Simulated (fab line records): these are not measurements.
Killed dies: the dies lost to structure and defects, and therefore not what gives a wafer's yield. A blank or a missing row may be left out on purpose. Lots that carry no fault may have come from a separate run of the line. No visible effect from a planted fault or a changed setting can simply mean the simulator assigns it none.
fab line records	flow gf180mcu	part 1 of 2: steps 1 to 27 of 28
record lots=7	wafers=21	last_day=34
route steps=602 shown VT_IMPLANT@131 MVSD@136 NWELL@137 LVPWELL@138 MVPSD@139 DUAL_GATE@141 POLY_GATE@157 PASSIVATION@602
lots that met no fault: taken from a fault-free run of the same line
start_h: start of the lot's first displayed wafer, in hours after the record's first day	wait_h: how many hours have passed since the lot's step before this one	" identical to the entry in the row above	L1.1+2: a row that stands for several wafers	- no value present, or no start provided	* or withheld: withheld	< > ~ a bound
route shown NAME@n: names a module that has steps shown in the file, with the first one's number in the route	usual: mean and standard deviation over wafers with no fault	same: alike in all rows	chamber/n: place in a boat	sites: per-site readings	_std_site: standard deviation of those values	_edge_site: mean of outer sites minus mean of inner sites	radius_mm: for every site, how far away it sits from the centre of the wafer	mask NAME#n: copy n	behind: the tool/chamber that last shaped the wafer	hold: what put the lot on hold/how long, in hours/how the hold closed	device: names the non-switching transistor (n, p or np)	end of line: the same wafers' tests at the end of the route	for a step that has no rows: nothing shown but its recipe	killed: dies lost to structure and defects at the first sort, not the wafer's yield	map: a wafer's dies, x killed, . not, _ none there
set.NAME: the run value of the setting; set.NAME@STEP: its run value at that earlier step	model.NAME: the simulator's own value behind a step, which no gauge read
lots at selected steps of the route; one table per step, one row per wafer
services: the hour from which a tool's chamber was out of use, counted from the record's first day as start_h (under 0 if before that day), plus the number of hours and why
## steps
# step GF_VT_IMPLANT_IMPLANT_41
# recipe species=As	energy_kev=70	dose_cm2=1.013e+12	tilt_deg=7
# step GF_VT_IMPLANT_STRIP_42
# recipe chemistry=O2/N2	power_w=1400	pressure_mtorr=1500	platen_temp_c=250	o2_flow_sccm=3000	n2_flow_sccm=300	overash_fraction=0.5
# usual drypump_motor_current_A=5.3/0.52	heater_power_w=350/46	oes_product_au=0.716/0.0045	platen_temp_c=249.99/0.18	strip_time_to_endpoint_s=12.65/0.031
lot.wafer	tool	chamber	start_h	wait_h	drypump_motor_current_A	heater_power_w	oes_product_au	platen_temp_c	rf_hours_counter_h	strip_time_to_endpoint_s
L151.1	plasma_asher-04	0	166.07	0.1	4.6	311	0.714	249.95	56	12.65
L151.3	"	1	"	"	5.6	411	0.717	249.68	-	12.62
L151.6	"	0	"	"	4.6	307	0.711	249.93	-	12.63
L152.2	plasma_asher-01	1	170.70	0.1	4.9	344	0.720	249.87	51	12.65
L152.4	"	0	"	"	5.9	377	0.709	250.12	-	12.62
L152.6	"	1	"	"	4.9	340	0.720	249.71	-	12.65
L162.1	plasma_asher-01	1	239.60	0.1	4.9	343	0.712	249.87	57	12.66
L162.2	"	0	"	"	5.9	381	0.715	250.04	57	12.69
L162.3	"	0	"	"	5.9	373	0.718	249.84	-	12.66
L163.1	plasma_asher-01	1	245.17	0.1	4.9	337	0.719	249.97	57	12.66
L163.2	"	0	"	"	5.9	372	0.721	249.74	57	12.69
L163.6	"	0	"	"	5.9	375	0.703	250.15	-	12.64
L164.1	plasma_asher-04	1	251.37	0.1	5.7	412	0.714	250.06	65	12.67
L164.2	"	0	"	"	4.6	314	0.711	250.17	65	12.64
L164.3	"	1	"	"	5.7	407	0.715	249.92	-	12.68
L165.1	plasma_asher-04	1	256.67	0.1	5.7	420	0.715	250.08	66	12.62
L165.2	"	0	"	"	4.6	307	0.721	249.94	66	12.65
L165.4	"	0	"	"	4.6	313	0.722	249.80	-	12.67
L172.1	plasma_asher-03	0	306.62	0.1	5.0	350	0.713	249.85	47	12.63
L172.4	"	1	"	"	5.9	287	0.717	249.77	-	12.60
L172.6	"	0	"	"	5.0	351	0.716	249.73	-	12.63
# step GF_VT_IMPLANT_TW_MEAS_43
# usual VT_IMPLANT_4_TW=692/4.2
lot.wafer	tool	chamber	start_h	wait_h	VT_IMPLANT_4_TW
L151.1	film_metro-01	-	166.17	0.1	695
L151.3	"	-	"	"	699
L151.6	"	-	"	"	695
L152.2	film_metro-03	-	170.81	0.1	703
L152.4	"	-	"	"	698
L152.6	"	-	"	"	698
L162.1	film_metro-04	-	239.70	0.1	691
L162.2	"	-	"	"	692
L162.3	"	-	"	"	691
L163.1	film_metro-03	-	245.27	0.1	691
L163.2	"	-	"	"	689
L163.6	"	-	"	"	691
L164.1	film_metro-01	-	251.47	0.1	694
L164.2	"	-	"	"	690
L164.3	"	-	"	"	690
L165.1	film_metro-03	-	256.77	0.1	692
L165.2	"	-	"	"	697
L165.4	"	-	"	"	691
L172.1	film_metro-03	-	306.72	0.1	695
L172.4	"	-	"	"	694
L172.6	"	-	"	"	689
# step GF_VT_IMPLANT_CLEAN_44
# recipe chemistry=SC1/SC2	mix=1:4:20	temp_c=70	time_s=150	dry=n2_spin
# step GF_VT_IMPLANT_RTA_45
# recipe temp_c=1050	time_s=30	ambient=N2
# usual lamp_power_pct=42.3/1.2	wafer_temp_C_max=1055.8/2.7
lot.wafer	tool	chamber	start_h	wait_h	lamp_power_pct	wafer_temp_C_max
L151.1	rtp_anneal-02	0	166.28	0.0	41.1	1057.3
L151.3	"	0	"	"	41.1	1056.1
L151.6	"	0	"	"	41.0	1057.0
L152.2	rtp_anneal-01	0	170.93	0.0	43.5	1052.5
L152.4	"	0	"	"	43.5	1054.1
L152.6	"	0	"	"	43.4	1053.1
L162.1	rtp_anneal-01	0	239.81	0.0	43.5	1051.9
L162.2	"	0	"	"	43.4	1052.6
L162.3	"	0	"	"	43.5	1052.0
L163.1	rtp_anneal-01	0	245.39	0.0	43.5	1053.1
L163.2	"	0	"	"	43.5	1053.1
L163.6	"	0	"	"	43.5	1053.7
L164.1	rtp_anneal-02	0	251.58	0.0	41.1	1058.9
L164.2	"	0	"	"	41.0	1056.2
L164.3	"	0	"	"	41.0	1056.0
L165.1	rtp_anneal-01	0	256.89	0.0	43.5	1053.4
L165.2	"	0	"	"	43.5	1053.5
L165.4	"	0	"	"	43.6	1053.2
L172.1	rtp_anneal-02	0	306.88	0.0	40.9	1057.5
L172.4	"	0	"	"	41.0	1055.6
L172.6	"	0	"	"	41.0	1057.7
# step GF_VT_IMPLANT_RS_MEAS_46
# recipe thk_meas_gauge=four-point-probe
# usual MVSD_RS=457.4/0.98
lot.wafer	tool	chamber	start_h	wait_h	MVSD_RS[ohm/sq]
L151.1	film_metro-01	-	166.38	0.1	458.4
L151.3	"	-	"	"	458.5
L151.6	"	-	"	"	457.8
L152.2	film_metro-02	-	171.04	0.1	456.6
L152.4	"	-	"	"	457.3
L152.6	"	-	"	"	456.7
L162.1	film_metro-02	-	239.91	0.1	457.7
L162.2	"	-	"	"	459.0
L162.3	"	-	"	"	458.4
L163.1	film_metro-04	-	245.49	0.1	457.4
L163.2	"	-	"	"	457.8
L163.6	"	-	"	"	456.7
L164.1	film_metro-02	-	251.68	0.1	457.8
L164.2	"	-	"	"	456.7
L164.3	"	-	"	"	458.4
L165.1	film_metro-04	-	256.99	0.1	457.1
L165.2	"	-	"	"	457.2
L165.4	"	-	"	"	457.5
L172.1	film_metro-04	-	306.98	0.1	455.8
L172.4	"	-	"	"	455.8
L172.6	"	-	"	"	455.3
# step GF_VT_IMPLANT_RS_MEAS_47
# recipe thk_meas_gauge=four-point-probe
# usual NWELL_RS=488.6/1.5
lot.wafer	tool	chamber	start_h	wait_h	NWELL_RS[ohm/sq]
L151.1	film_metro-01	-	166.50	0.1	486.5
L151.3	"	-	"	"	488.6
L151.6	"	-	"	"	485.8
L152.2	film_metro-02	-	171.16	0.1	488.8
L152.4	"	-	"	"	488.2
L152.6	"	-	"	"	488.6
L162.1	film_metro-02	-	240.03	0.1	487.1
L162.2	"	-	"	"	486.8
L162.3	"	-	"	"	486.3
L163.1	film_metro-04	-	245.61	0.1	488.5
L163.2	"	-	"	"	490.1
L163.6	"	-	"	"	488.8
L164.1	film_metro-02	-	251.80	0.1	490.4
L164.2	"	-	"	"	489.0
L164.3	"	-	"	"	488.3
L165.1	film_metro-04	-	257.11	0.1	488.6
L165.2	"	-	"	"	490.8
L165.4	"	-	"	"	489.5
L172.1	film_metro-04	-	307.10	0.1	487.8
L172.4	"	-	"	"	489.1
L172.6	"	-	"	"	489.2
# step GF_VT_IMPLANT_RS_MEAS_48
# recipe thk_meas_gauge=four-point-probe
# usual LVPWELL_RS=1198.2/2.8
lot.wafer	tool	chamber	start_h	wait_h	LVPWELL_RS[ohm/sq]
L151.1	film_metro-01	-	166.62	0.1	1195.6
L151.3	"	-	"	"	1197.8
L151.6	"	-	"	"	1197.8
L152.2	film_metro-02	-	171.28	0.1	1200.2
L152.4	"	-	"	"	1199.1
L152.6	"	-	"	"	1198.6
L162.1	film_metro-02	-	240.15	0.1	1193.8
L162.2	"	-	"	"	1195.8
L162.3	"	-	"	"	1195.2
L163.1	film_metro-04	-	245.73	0.1	1193.4
L163.2	"	-	"	"	1194.1
L163.6	"	-	"	"	1195.3
L164.1	film_metro-02	-	251.92	0.1	1195.2
L164.2	"	-	"	"	1194.7
L164.3	"	-	"	"	1196.2
L165.1	film_metro-04	-	257.23	0.1	1193.9
L165.2	"	-	"	"	1190.7
L165.4	"	-	"	"	1193.1
L172.1	film_metro-04	-	307.22	0.1	1198.1
L172.4	"	-	"	"	1197.5
L172.6	"	-	"	"	1195.2
# step GF_VT_IMPLANT_RS_MEAS_49
# recipe thk_meas_gauge=four-point-probe
# usual MVPSD_RS=1170.7/2.6
lot.wafer	tool	chamber	start_h	wait_h	MVPSD_RS[ohm/sq]
L151.1	film_metro-01	-	166.74	0.1	1164.1
L151.3	"	-	"	"	1168.9
L151.6	"	-	"	"	1166.8
L152.2	film_metro-02	-	171.40	0.1	1176.4
L152.4	"	-	"	"	1173.3
L152.6	"	-	"	"	1173.8
L162.1	film_metro-02	-	240.27	0.1	1171.2
L162.2	"	-	"	"	1167.9
L162.3	"	-	"	"	1169.1
L163.1	film_metro-04	-	245.85	0.1	1172.6
L163.2	"	-	"	"	1170.4
L163.6	"	-	"	"	1169.6
L164.1	film_metro-02	-	252.04	0.1	1175.3
L164.2	"	-	"	"	1172.5
L164.3	"	-	"	"	1171.9
L165.1	film_metro-04	-	257.35	0.1	1166.4
L165.2	"	-	"	"	1165.4
L165.4	"	-	"	"	1166.7
L172.1	film_metro-04	-	307.34	0.1	1172.4
L172.4	"	-	"	"	1172.4
L172.6	"	-	"	"	1172.8
# step GF_VT_IMPLANT_WET_ETCH_50
# recipe chemistry=dHF	target_depth_nm=20	target=SiO2	temp_c=25	dilution=100:1	time_s=390.6
# step GF_DUAL_GATE_CLEAN_00
# recipe chemistry=SC1/SC2	mix=1:4:20	temp_c=70	time_s=150
# step GF_DUAL_GATE_CLEAN_01
# recipe chemistry=dHF	time_s=20	dilution=100:1	dry=ipa_marangoni
# step GF_DUAL_GATE_OXIDATION_02
# recipe temp_c=900	ambient=O2	stabilise_s=600	purge_s=300	target_thk_a=108.87	ox_time_s=1602
# usual spike_tc_bottom_C=918.0/1	spike_tc_centre_C=900.9/1	spike_tc_lower_C=900.2/1.7	spike_tc_top_C=910.4/2.4	spike_tc_upper_C=899.6/1.2	tube_center_temp_C=900.01/0.086	tube_center_temp_C_max=902.4/0.4
lot.wafer	tool	chamber	start_h	wait_h	spike_tc_bottom_C	spike_tc_centre_C	spike_tc_lower_C	spike_tc_top_C	spike_tc_upper_C	tube_center_temp_C	tube_center_temp_C_max	model.SiO2_of_DUAL_GATE_OXIDATION_02.thk_nm
L151.1	furnace-01	0	167.06	0.0	916.9	899.4	902.3	909.0	900.0	900.03	903.0	10.68
L151.3	"	0	"	"	917.7	900.9	902.4	906.8	897.6	900.08	902.4	10.92
L151.6	"	0	"	"	918.3	901.4	900.4	909.6	899.0	899.8	901.5	10.8
L152.2	furnace-02	0	172.14	0.4	918.4	901.6	900.1	912.8	900.3	899.95	902.0	10.82
L152.4	"	0	"	"	916.7	901.3	899.2	912.1	900.5	900.02	901.8	10.68
L152.6	"	0	"	"	916.7	901.4	897.8	911.7	900.9	900.08	902.8	10.73
L162.1	furnace-02	0	241.29	0.7	912.7	895.9	895.0	908.3	898.2	896.11	898.1	10.12
L162.2	"	0	"	"	914.0	898.0	894.4	909.6	895.2	895.9	898.2	10.25
L162.3	"	0	"	"	914.8	896.8	895.7	908.3	894.8	895.93	898.4	10.14
L163.1	furnace-02	0	246.88	0.7	914.0	897.5	896.7	907.4	896.4	896.27	898.2	10.46
L163.2	"	0	"	"	914.5	897.5	895.4	907.1	896.7	896.03	898.7	10.38
L163.6	"	0	"	"	915.9	896.8	896.2	906.8	896.6	896.09	898.0	10.45
L164.1	furnace-01	0	253.12	0.8	918.8	901.7	900.9	907.1	898.4	900.11	902.7	10.81
L164.2	"	0	"	"	916.7	901.9	900.9	907.1	897.5	900.1	903.0	10.91
L164.3	"	0	"	"	916.9	900.1	901.9	907.6	899.3	900.03	902.4	11
L165.1	furnace-02	0	257.65	0.0	913.0	896.1	895.1	906.4	895.6	895.88	898.6	10.59
L165.2	"	0	"	"	914.4	896.7	894.6	907.7	896.8	896.09	898.3	10.6
L165.4	"	0	"	"	914.9	895.3	895.2	907.2	895.8	895.97	898.7	10.61
L172.1	furnace-01	0	307.64	0.0	919.2	901.7	901.9	906.8	897.6	899.94	902.7	11.09
L172.4	"	0	"	"	918.7	899.7	901.5	907.3	899.5	900.07	902.3	11.15
L172.6	"	0	"	"	917.4	901.2	903.8	906.8	900.0	900.18	902.5	10.95
# step GF_DUAL_GATE_THK_MEAS_03
# recipe reads=SiO2_of_DUAL_GATE_OXIDATION_02
# usual DUAL_GATE_OXIDATION_00_THK=10.83/0.21
lot.wafer	tool	chamber	start_h	wait_h	DUAL_GATE_OXIDATION_00_THK[nm]
L151.1	film_metro-02	-	168.51	0.0	10.70
L151.3	"	-	"	"	10.90
L151.6	"	-	"	"	10.78
L152.2	film_metro-02	-	173.60	0.0	10.81
L152.4	"	-	"	"	10.66
L152.6	"	-	"	"	10.76
L162.1	film_metro-02	-	242.73	0.0	10.15
L162.2	"	-	"	"	10.26
L162.3	"	-	"	"	10.11
L163.1	film_metro-01	-	248.33	0.0	10.44
L163.2	"	-	"	"	10.36
L163.6	"	-	"	"	10.50
L164.1	film_metro-01	-	254.57	0.0	10.82
L164.2	"	-	"	"	10.89
L164.3	"	-	"	"	10.93
L165.1	film_metro-03	-	259.10	0.0	10.58
L165.2	"	-	"	"	10.59
L165.4	"	-	"	"	10.64
L172.1	film_metro-03	-	309.09	0.0	11.11
L172.4	"	-	"	"	11.18
L172.6	"	-	"	"	11.04
# step GF_DUAL_GATE_DEHYDRATE_04
# recipe temp_c=200	time_s=60
# step GF_DUAL_GATE_HMDS_05
# recipe prime_time_s=60	prime_temp_c=120
# step GF_DUAL_GATE_COAT_06
# recipe resist=NOVOLAK	spin_rpm=3000	resist_thk_nm=1000
# step GF_DUAL_GATE_SOFTBAKE_07
# recipe temp_c=90	time_s=60	resist=NOVOLAK
# step GF_DUAL_GATE_EXPOSE_08
# recipe mask_id=Dualgate	target_cd_nm=700	na=0.6	source_shape=conventional	sigma_outer=0.6	dose_mj=140
# step GF_DUAL_GATE_PEB_09
# recipe temp_c=withheld	time_s=*	resist=NOVOLAK
# step GF_DUAL_GATE_DEVELOP_10
# recipe develop_time_s=60	dev_temp_c=23
# step GF_DUAL_GATE_OVL_MEAS_11
# usual DUAL_GATE_OVL=-0.7/1.7
lot.wafer	tool	chamber	start_h	wait_h	DUAL_GATE_OVL[nm]
L151.1	overlay-02	-	184.52	0.1	-1.9
L151.3	"	-	"	"	-0.7
L151.6	"	-	"	"	-0.6
L152.2	overlay-02	-	189.78	0.1	-3.2
L152.4	"	-	"	"	-1.4
L152.6	"	-	"	"	-2.0
L162.1	overlay-02	-	260.76	0.1	-0.9
L162.2	"	-	"	"	-2.6
L162.3	"	-	"	"	-0.7
L163.1	overlay-01	-	266.91	0.1	0.8
L163.2	"	-	"	"	-1.0
L163.6	"	-	"	"	2.3
L164.1	overlay-02	-	273.63	0.1	1.7
L164.2	"	-	"	"	-0.4
L164.3	"	-	"	"	-0.7
L165.1	overlay-02	-	277.72	0.1	3.0
L165.2	"	-	"	"	0.7
L165.4	"	-	"	"	4.9
L172.1	overlay-02	-	330.53	0.1	0.6
L172.4	"	-	"	"	-1.0
L172.6	"	-	"	"	-0.6
# step GF_DUAL_GATE_WET_ETCH_12
# recipe chemistry=dHF	target_depth_nm=13	dry=n2_spin	target=SiO2	temp_c=25	dilution=100:1	time_s=260
# step GF_DUAL_GATE_STRIP_13
# recipe chemistry=O2/N2	power_w=1400	pressure_mtorr=1500	platen_temp_c=250	o2_flow_sccm=3000	n2_flow_sccm=300	overash_fraction=0.5
# usual drypump_motor_current_A=5.6/0.58	heater_power_w=334/39	oes_product_au=0.717/0.0048	platen_temp_c=250.01/0.19	strip_time_to_endpoint_s=12.65/0.032
lot.wafer	tool	chamber	start_h	wait_h	drypump_motor_current_A	heater_power_w	oes_product_au	platen_temp_c	rf_hours_counter_h	strip_time_to_endpoint_s
L151.1	plasma_asher-03	0	184.63	0.0	5.0	353	0.716	250.26	34	12.63
L151.3	"	0	"	"	5.0	351	0.717	250.31	-	12.66
L151.6	"	0	"	"	5.0	346	0.709	250.28	-	12.61
L152.2	plasma_asher-02	0	189.89	0.0	6.3	321	0.711	250.00	6	12.64
L152.4	"	0	"	"	6.3	324	0.714	250.02	-	12.63
L152.6	"	1	"	"	5.9	335	0.713	250.19	-	12.65
L162.1	plasma_asher-03	0	260.88	0.0	5.0	341	0.719	250.04	43	12.65
L162.2	"	1	"	"	5.9	283	0.715	250.16	43	12.68
L162.3	"	0	"	"	5.0	349	0.713	250.12	-	12.68
L163.1	plasma_asher-02	0	267.03	0.0	6.3	323	0.709	249.85	14	12.67
L163.2	"	1	"	"	5.9	322	0.719	249.99	14	12.65
L163.6	"	0	"	"	6.3	329	0.719	250.00	-	12.71
L164.1	plasma_asher-02	0	273.76	0.0	6.4	324	0.715	250.04	15	12.67
L164.2	"	1	"	"	5.9	325	0.722	249.93	15	12.67
L164.3	"	1	"	"	5.9	317	0.714	249.69	-	12.65
L165.1	plasma_asher-03	1	277.92	0.0	5.9	295	0.721	249.44	44	12.68
L165.2	"	0	"	"	5.0	343	0.719	249.90	44	12.65
L165.4	"	1	"	"	5.9	291	0.716	249.80	-	12.68
L172.1	plasma_asher-04	1	330.65	0.0	5.7	414	0.717	249.56	73	12.65
L172.4	"	1	"	"	5.7	416	0.713	250.03	-	12.66
L172.6	"	1	"	"	5.7	419	0.711	249.69	-	12.66
# step GF_DUAL_GATE_CLEAN_14
# recipe chemistry=SC1/SC2	mix=1:4:20	temp_c=70	time_s=150	dry=n2_spin
# step GF_DUAL_GATE_OXIDATION_15
# recipe temp_c=850	ambient=O2	stabilise_s=600	purge_s=300	target_thk_a=70.98	ox_time_s=1995
# usual spike_tc_bottom_C=868.4/1.1	spike_tc_centre_C=851.0/1	spike_tc_lower_C=851.0/1.7	spike_tc_top_C=860.3/2.8	spike_tc_upper_C=849.3/1.2	tube_center_temp_C=850/0.07	tube_center_temp_C_max=852.2/0.35
lot.wafer	tool	chamber	start_h	wait_h	spike_tc_bottom_C	spike_tc_centre_C	spike_tc_lower_C	spike_tc_top_C	spike_tc_upper_C	tube_center_temp_C	tube_center_temp_C_max	model.SiO2_of_DUAL_GATE_OXIDATION_02.thk_nm
L151.1	furnace-02	0	186.94	2.2	867.8	849.9	850.6	864.0	851.6	849.97	852.3	14.34
L151.3	"	0	"	"	868.2	850.7	848.6	863.5	848.2	850.02	852.2	14.43
L151.6	"	0	"	"	870.0	851.4	848.6	864.0	849.3	849.92	852.5	14.45
L152.2	furnace-01	0	191.16	1.1	869.8	851.0	850.3	857.8	848.3	849.85	851.8	14.47
L152.4	"	0	"	"	870.3	851.7	853.6	859.3	849.3	849.97	853.2	14.36
L152.6	"	0	"	"	868.0	851.0	852.8	857.6	849.7	849.89	852.2	14.34
L162.1	furnace-02	0	262.44	1.4	870.0	850.3	851.1	863.0	851.3	850.13	852.1	13.86
L162.2	"	0	"	"	868.4	850.3	848.3	864.6	850.3	849.94	851.7	13.96
L162.3	"	0	"	"	868.5	850.5	851.3	863.9	852.1	850	852.2	13.82
L163.1	furnace-02	0	267.19	0.0	866.1	849.6	848.6	861.7	849.6	850.07	852.0	14.14
L163.2	"	0	"	"	869.6	849.7	847.9	864.1	851.6	850.05	852.4	14.04
L163.6	"	0	"	"	869.6	851.0	847.9	863.1	849.3	849.94	852.0	14.05
L164.1	furnace-02	0	274.41	0.5	867.3	852.1	850.0	863.3	849.3	849.89	851.5	14.26
L164.2	"	0	"	"	870.2	850.7	848.1	862.5	852.2	849.98	851.8	14.57
L164.3	"	0	"	"	869.8	852.1	848.1	862.6	850.6	849.96	851.9	14.58
L165.1	furnace-01	0	278.07	0.0	868.6	850.5	852.6	857.3	849.2	849.97	852.2	14.29
L165.2	"	0	"	"	868.7	850.8	851.7	857.9	848.8	850.02	852.3	14.28
L165.4	"	0	"	"	868.1	851.8	851.9	858.9	849.5	849.91	852.1	14.31
L172.1	furnace-02	0	331.51	0.6	865.7	851.1	850.4	863.6	850.3	850.04	852.1	14.77
L172.4	"	0	"	"	867.8	848.8	848.6	863.8	850.2	849.92	852.1	14.8
L172.6	"	0	"	"	867.9	850.6	849.9	862.6	850.1	850	852.4	14.63
# step GF_POLY_GATE_CVD_00
# recipe material=poly-Si	target_thk_nm=200	temp_c=620	time_s=1200	pressure_mtorr=200
## key
first_sign step=GF_DUAL_GATE_OXIDATION_02	reading=tube_center_temp_C	direction=down	sigmas=44	usual=*	struck=*
effect step=GF_DUAL_GATE_OXIDATION_02	reading=tube_center_temp_C_max	direction=down	sigmas=10	usual=*	struck=*
effect step=GF_DUAL_GATE_THK_MEAS_03	reading=DUAL_GATE_OXIDATION_00_THK	direction=down	sigmas=2.1	usual=10.83	struck=10.40
model_effect step=GF_DUAL_GATE_OXIDATION_02	value=SiO2_of_DUAL_GATE_OXIDATION_02.thk_nm	without=10.86	struck=10.4
model_effect step=GF_DUAL_GATE_OXIDATION_15	value=SiO2_of_DUAL_GATE_OXIDATION_02.thk_nm	without=14.47	struck=14.08
model_effect step=GF_PASSIVATION_PROBE_99	value=etest.nmos_6p0_turned.drive_ua_um	without=568.1	struck=585.2
met_at GF_DUAL_GATE_OXIDATION_02
struck_wafers L162.1,L162.2,L162.3,L163.1,L163.2,L163.6,L165.1,L165.2,L165.4
tester_left_out L162,L163,L165
onset_between 172.14 241.29
fault kind=process_parameter_drift	tool=furnace-02	chamber=-	onset_h=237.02	steps=GF_DUAL_GATE_OXIDATION_02	channel=temp_c	offset=*	shape=step	end_h=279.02	acts_in=*	stated=*
# tester_left_out: of these lots the tester's yield and bins aren't shown, on N5 and GAA mostly nor the transistor test; their killed dies are dies lost to structure and defects alone, not to doping, threshold or leakage, so they don't give the yield
